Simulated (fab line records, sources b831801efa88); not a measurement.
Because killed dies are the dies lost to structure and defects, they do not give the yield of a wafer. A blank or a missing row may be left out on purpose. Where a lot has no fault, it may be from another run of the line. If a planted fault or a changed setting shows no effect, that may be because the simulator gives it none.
Chamber matching	flow sfqLine	SFQ_TRILAYER_I0_CMP_CMP_028 on cmp-02: 4 sister chambers
The step polishes SiO2. 4 wafers are shown with their chamber, then 8 later ones without.

EACH WAFER AND ITS CHAMBER
wafer	chamber	motorCurrentA (A)
L086.1	3	10.6
L086.2	0	10.4
L086.3	1	11.2
L086.4	2	8.8

WAFERS MISSING THEIR CHAMBER
wafer	motorCurrentA (A)
L086.5	10.2
L086.6	9.9
L087.1	11.0
L087.2	10.5
L087.3	10.4
L087.4	8.9
L087.5	11.0
L087.6	9.2

WHICH CHAMBER EACH ONE RAN IN
wafer	from the rows above	in truth
L086.5	can't be placed: 0 or 3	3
L086.6	can't be placed: 0 or 3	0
L087.1	can't be placed: 1 or 3 or 0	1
L087.2	can't be placed: 0 or 3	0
L087.3	can't be placed: 0 or 3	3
L087.4	2	2
L087.5	can't be placed: 1 or 3 or 0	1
L087.6	2	2
Placed correctly: 2 of 8. Cannot be placed on the basis of these rows: 6; the candidates contain the true chamber in 6. Placed wrongly: 0.
How it was worked out, from the rows above alone: a wafer's distance from a chamber is the root of the sum, over the readings, of the square of ((its reading less the chamber's mean) divided by the reading's scatter). The wafer belongs to the nearest chamber; if the next one is less than 2 further off, it can't be placed. For every chamber, the mean is computed from those of its wafers that are shown. The scatter: root of mean squared gap, hidden wafer to nearest shown wafer, with one shown wafer a chamber.
